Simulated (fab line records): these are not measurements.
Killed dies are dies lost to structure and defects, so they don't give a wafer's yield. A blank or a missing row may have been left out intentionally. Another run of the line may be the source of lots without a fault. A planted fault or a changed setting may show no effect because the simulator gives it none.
Which tool did it?	flow sky130	24 lots, 72 wafers sampled, at 2 steps of a route of 708

WHAT THE GAUGES READ, wafer by wafer
SKY_SD_N_RS_MEAS_18: measurement is done with a four-point probe. Usual: RES_XHIGH_RS typically reads 333.0 ohm/sq, with standard deviation 1.3.
lot	measured	on	RES_XHIGH_RS (ohm/sq)	flag
L075	day 27 21:10	film metro-02	333.6 334.2 334.5	
L074	day 27 22:13	film metro-02	333.3 333.4 333.2	
L076	day 28 16:43	film metro-02	331.8 333.2 332.4	
L077	day 28 19:44	film metro-01	331.2 330.6 332.6	
L078	day 29 12:30	film metro-01	333.3 333.6 332.4	
L080	day 30 10:07	film metro-04	332.3 333.6 333.6	
L079	day 30 12:23	film metro-04	331.5 331.5 331.7	
L081	day 30 16:20	film metro-04	334.5 332.2 333.1	
L082	day 30 18:39	film metro-01	332.5 333.0 332.0	
L083	day 30 23:47	film metro-04	332.3 333.1 332.1	
L084	day 31 04:07	film metro-01	333.5 331.9 332.5	
L085	day 31 22:20	film metro-02	332.9 333.4 332.6	
L086	day 31 23:59	film metro-01	333.9 332.9 333.2	
L087	day 32 15:12	film metro-02	333.4 333.2 331.6	
L088	day 32 22:55	film metro-01	331.0 331.0 332.4	
L089	day 33 01:17	film metro-02	333.9 333.1 333.2	
L090	day 33 10:38	film metro-04	334.1 333.2 333.4	
L091	day 33 12:52	film metro-02	331.3 332.7 331.8	
L092	day 33 15:20	film metro-04	335.4 335.7 335.9	
L093	day 34 04:52	film metro-04	334.8 335.8 335.0	
L094	day 34 13:14	film metro-01	334.0 333.6 333.9	
L095	day 34 14:06	film metro-01	331.1 330.2 330.2	
L096	day 34 19:13	film metro-01	333.2 333.3 331.5	
L097	day 35 07:37	film metro-01	333.3 331.7 333.2	

SKY_CONTACT_OVL_MEAS_15. Usual: CONTACT_OVL typically reads 0 nm, with standard deviation 5.7.
lot	measured	on	CONTACT_OVL (nm)	flag
L075	day 31 06:13	overlay-01	-9 -1 -11	
L074	day 31 07:35	overlay-02	1 0 7	
L076	day 32 03:31	overlay-02	-4 -1 5	
L077	day 32 06:58	overlay-01	0 -2 -1	
L078	day 32 23:49	overlay-01	-6 -2 -12	
L080	day 33 20:03	overlay-02	0 9 13	
L079	day 33 22:48	overlay-02	-11 -12 -10	
L081	day 34 04:16	overlay-02	-3 0 -1	
L082	day 34 06:35	overlay-01	-10 -8 -5	
L083	day 34 12:40	overlay-02	2 2 -2	
L084	day 34 15:35	overlay-02	-4 0 -1	
L085	day 35 10:25	overlay-01	1 -2 0	
L086	day 35 12:58	overlay-01	1 1 2	
L087	day 36 01:52	overlay-01	9 4 6	
L088	day 36 07:53	overlay-01	-5 -7 1	
L089	day 36 10:36	overlay-01	7 10 7	
L090	day 36 21:44	overlay-02	1 -8 -6	
L091	day 37 00:15	overlay-02	0 5 -1	
L092	day 37 02:47	overlay-01	4 -2 3	
L093	day 37 15:05	overlay-01	6 5 -5	
L094	day 37 23:12	overlay-01	-7 -4 -3	
L095	day 38 00:04	overlay-02	-1 -5 -3	
L096	day 38 05:37	overlay-02	5 9 9	
L097	day 38 15:16	overlay-02	-4 3 3	

WHAT TOOL EACH LOT RAN ON (gives the tool, then ch and the chambers of the sampled wafers, and finally the start)
The record holds no process step before these readings.

AS READ BY THE TOOLS THEMSELVES (means over the sampled wafers that have a number; for cases with no such wafer, the mark the record gives instead)
The record holds no such reading with a usual standard deviation.

THE ANSWER, worked out from the rows above alone
Rule: a lot is off if the mean of its wafers that have a number lies more than 3 standard deviations from the usual mean. Also off: a lot with no number at a reading for which 4 or more lots have one. Where the step has rows for the other lots, those lots are counted as sound. After the gauges, taken in route order, come the tools' own readings; for these a lot's mean is taken, as printed above. The first step at which some lot is off is used, and at that step the reading that is off furthest; a lot without a number counts as furthest.
No lot is off at any reading shown: from this, nothing can be told.

WHAT THE SIMULATOR HAD INSERTED
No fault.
